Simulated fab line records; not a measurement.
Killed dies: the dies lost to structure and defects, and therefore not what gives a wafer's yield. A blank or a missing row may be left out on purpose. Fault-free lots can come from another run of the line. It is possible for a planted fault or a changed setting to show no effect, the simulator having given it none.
Which tool did it?	flow sky130	15 lots with 45 wafers sampled at 5 steps, on a route of 708 steps

WHAT THE GAUGES READ, wafer by wafer
SKY_FIELD_ISO_THK_MEAS_02. Usual: FIELD_ISO_OXIDATION_00_THK 11.28 nm, standard deviation 0.24.
lot	measured	on	FIELD_ISO_OXIDATION_00_THK (nm)	flag
L266	day 1 13:02	film_metro-01	11.34 11.30 11.24	
L267	day 1 16:38	film_metro-03	11.54 11.58 11.68	
L269	day 2 02:40	film_metro-04	11.53 11.59 11.50	
L270	day 2 08:31	film_metro-04	11.48 11.34 11.45	
L271	day 2 12:40	film_metro-01	11.21 11.48 11.71	
L275	day 3 08:38	film_metro-03	11.41 11.36 11.26	
L277	day 3 19:46	film_metro-01	11.17 11.13 11.20	
L279	day 4 04:39	film_metro-04	11.20 11.16 11.06	
L280	day 4 09:38	film_metro-01	11.38 11.22 11.18	
L281	day 4 14:38	film_metro-01	11.01 11.15 11.11	
L282	day 4 19:38	film_metro-01	11.11 11.17 11.18	
L283	day 5 03:36	film_metro-01	11.13 11.51 11.35	
L284	day 5 05:54	film_metro-01	11.17 11.28 11.32	
L286	day 5 15:49	film_metro-03	11.43 11.33 11.60	
L287	day 5 21:10	film_metro-01	11.38 11.37 11.22	

SKY_LDD_HVP_TW_MEAS_10. Usual: LDD_HVP_TW 456.8, standard deviation 2.1.
lot	measured	on	LDD_HVP_TW	flag
L266	day 21 07:53	film_metro-01	453.6 453.3 451.3	
L267	day 21 23:10	film_metro-04	456.4 461.0 457.9	
L269	day 22 19:16	film_metro-02	457.5 459.6 458.3	
L270	day 23 05:42	film_metro-04	451.2 457.8 454.9	
L271	day 23 12:47	film_metro-04	457.6 457.9 456.4	
L275	day 24 20:45	film_metro-04	455.4 454.2 456.5	
L277	day 25 17:51	film_metro-02	456.2 457.2 457.2	
L279	day 26 09:50	film_metro-01	455.6 456.8 458.1	
L280	day 26 16:32	film_metro-04	29.8 29.8 30.0	OFF
L281	day 26 21:39	film_metro-01	29.9 30.0 29.7	OFF
L282	day 27 08:58	film_metro-04	29.9 29.9 30.0	OFF
L283	day 27 22:28	film_metro-01	459.8 456.2 456.1	
L284	day 27 20:53	film_metro-04	455.7 456.1 458.0	
L286	day 28 17:53	film_metro-01	454.5 455.4 455.4	
L287	day 28 20:24	film_metro-02	459.9 461.0 462.1	

SKY_SD_N_OVL_MEAS_08. Usual: SD_N_OVL 0.6 nm, standard deviation 1.3.
lot	measured	on	SD_N_OVL (nm)	flag
L266	day 27 16:04	overlay-01	2.2 1.6 0.2	
L267	day 28 06:56	overlay-01	0.5 1.2 0.4	
L269	day 29 00:16	overlay-01	2.9 3.2 3.3	
L270	day 29 10:09	overlay-02	-1.6 -0.6 -1.3	
L271	day 29 15:15	overlay-01	1.9 3.3 2.0	
L275	day 30 23:19	overlay-02	0.8 -0.9 -0.3	
L277	day 31 18:05	overlay-01	0.1 0.6 1.6	
L279	day 32 08:58	overlay-02	1.0 -0.9 -0.1	
L280	day 32 14:31	overlay-01	1.2 1.3 1.5	
L281	day 32 20:38	overlay-01	1.4 1.8 1.4	
L282	day 33 09:30	overlay-02	-0.2 1.0 2.1	
L283	day 33 17:47	overlay-01	0.2 -0.5 -0.8	
L284	day 33 17:41	overlay-02	-0.8 -0.9 -1.5	
L286	day 34 13:32	overlay-02	0.0 0.1 0.5	
L287	day 34 15:49	overlay-02	0.0 0.7 -0.5	

TOOL THAT RAN EACH LOT (tool first, then ch and the chambers of the sampled wafers, then the start)
lot	SKY_LDD_HVN_STRIP_09	SKY_LDD_HVP_STRIP_09
L266	plasma_asher-04 ch 1, day 20 00:35	plasma_asher-01 ch 1, day 21 07:47
L267	plasma_asher-04 ch 0,1, day 20 12:39	plasma_asher-03 ch 0,1, day 21 23:04
L269	plasma_asher-04 ch 0,1, day 21 12:55	plasma_asher-02 ch 0,1, day 22 19:10
L270	plasma_asher-03 ch 0,1, day 21 22:29	plasma_asher-01 ch 0,1, day 23 05:36
L271	plasma_asher-04 ch 0,1, day 22 06:10	plasma_asher-01 ch 0,1, day 23 12:42
L275	plasma_asher-01 ch 0,1, day 23 14:33	plasma_asher-03 ch 0,1, day 24 20:39
L277	plasma_asher-04 ch 0,1, day 24 12:22	plasma_asher-01 ch 0,1, day 25 17:46
L279	plasma_asher-01 ch 0,1, day 25 04:31	plasma_asher-01 ch 0,1, day 26 09:45
L280	plasma_asher-04 ch 0,1, day 25 10:35	plasma_asher-02 ch 0,1, day 26 16:26
L281	plasma_asher-01 ch 0,1, day 25 16:32	plasma_asher-02 ch 0,1, day 26 21:33
L282	plasma_asher-03 ch 0,1, day 26 03:41	plasma_asher-01 ch 0,1, day 27 08:52
L283	plasma_asher-01 ch 0,1, day 26 17:29	plasma_asher-03 ch 0,1, day 27 22:22
L284	plasma_asher-04 ch 0,1, day 26 17:05	plasma_asher-03 ch 0, day 27 20:47
L286	plasma_asher-03 ch 0,1, day 27 13:01	plasma_asher-03 ch 0,1, day 28 17:47
L287	plasma_asher-04 ch 0,1, day 27 15:46	plasma_asher-01 ch 0,1, day 28 20:19
- SKY_LDD_HVN_STRIP_09: strips in O2/N2.
- SKY_LDD_HVP_STRIP_09: strips in O2/N2.

WHAT THE TOOLS THEMSELVES READ (means of the sampled wafers that have a number; where no wafer has one, the mark that the record gives instead)
SKY_LDD_HVN_STRIP_09. Usual: chamber_pressure_mTorr 1500.0 mTorr, standard deviation 1.3; drypump_motor_current_A 5.7 A, standard deviation 0.38; oes_product_au 0.408 a.u., standard deviation 0.004; strip_time_to_endpoint_s 4.131 s, standard deviation 0.013.
lot	tool	chamber_pressure_mTorr (mTorr)	drypump_motor_current_A (A)	oes_product_au (a.u.)	strip_time_to_endpoint_s (s)	flag
L266	plasma_asher-04	1500.4	6.3	0.409	4.123	
L267	plasma_asher-04	1499.2	5.8	0.406	4.132	
L269	plasma_asher-04	1500.9	6.1	0.408	4.137	
L270	plasma_asher-03	1499.6	5.5	0.406	4.120	
L271	plasma_asher-04	1501.3	6.1	0.409	4.127	
L275	plasma_asher-01	1499.2	5.4	0.408	4.120	
L277	plasma_asher-04	1499.5	6.1	0.410	4.130	
L279	plasma_asher-01	1499.2	5.5	0.408	4.130	
L280	plasma_asher-04	-	-	-	-	OFF
L281	plasma_asher-01	-	-	-	-	OFF
L282	plasma_asher-03	-	-	-	-	OFF
L283	plasma_asher-01	1500.4	5.4	0.409	4.109	
L284	plasma_asher-04	1499.6	5.8	0.411	4.143	
L286	plasma_asher-03	1500.1	5.4	0.405	4.125	
L287	plasma_asher-04	1498.9	6.1	0.409	4.135	

SKY_LDD_HVP_STRIP_09. Usual: chamber_pressure_mTorr 1500.0 mTorr, standard deviation 1.3; drypump_motor_current_A 5.50 A, standard deviation 0.26; oes_product_au 0.408 a.u., standard deviation 0.0045; strip_time_to_endpoint_s 4.132 s, standard deviation 0.014.
lot	tool	chamber_pressure_mTorr (mTorr)	drypump_motor_current_A (A)	oes_product_au (a.u.)	strip_time_to_endpoint_s (s)	flag
L266	plasma_asher-01	1499.7	5.51	0.407	4.155	
L267	plasma_asher-03	1498.8	5.57	0.409	4.133	
L269	plasma_asher-02	1500.1	5.85	0.411	4.139	
L270	plasma_asher-01	1499.6	5.46	0.410	4.141	
L271	plasma_asher-01	1500.2	5.47	0.407	4.132	
L275	plasma_asher-03	1499.2	5.56	0.411	4.137	
L277	plasma_asher-01	1500.8	5.45	0.410	4.121	
L279	plasma_asher-01	1500.3	5.40	0.413	4.123	
L280	plasma_asher-02	1500.0	5.54	0.602	8.957	OFF
L281	plasma_asher-02	1499.1	5.55	0.601	8.938	OFF
L282	plasma_asher-01	1498.4	5.40	0.610	8.943	OFF
L283	plasma_asher-03	1500.9	5.57	0.409	4.152	
L284	plasma_asher-03	1499.1	5.72	0.406	4.136	
L286	plasma_asher-03	1499.8	5.40	0.412	4.101	
L287	plasma_asher-01	1500.7	5.40	0.410	4.135	

THE ANSWER, worked out from the rows above alone
Rule: a lot is off if the mean of its wafers that have a number lies more than 3 standard deviations from the usual mean. A lot without any number at a reading at which 4 lots or more have one is off too. All remaining lots with rows at the step are treated as sound. After the gauges, taken in route order, come the tools' own readings; for these a lot's mean is taken, as printed above. At the first step where some lot is off, the reading lying furthest off is the one used; lots without a number count as furthest.
Off: L280, L281, L282, at SKY_LDD_HVP_TW_MEAS_10 (LDD_HVP_TW).
A tool fits if, at a process step before that reading, it ran every lot that is off, and no sound lot after the first of them. The gauges at SKY_LDD_HVP_TW_MEAS_10 aren't tried: what is off there is off at SKY_LDD_HVN_STRIP_09 too, on other tools, and a gauge's error can't cause that. Not one of the candidates tried fits.

WHAT WAS PUT IN BY THE SIMULATOR
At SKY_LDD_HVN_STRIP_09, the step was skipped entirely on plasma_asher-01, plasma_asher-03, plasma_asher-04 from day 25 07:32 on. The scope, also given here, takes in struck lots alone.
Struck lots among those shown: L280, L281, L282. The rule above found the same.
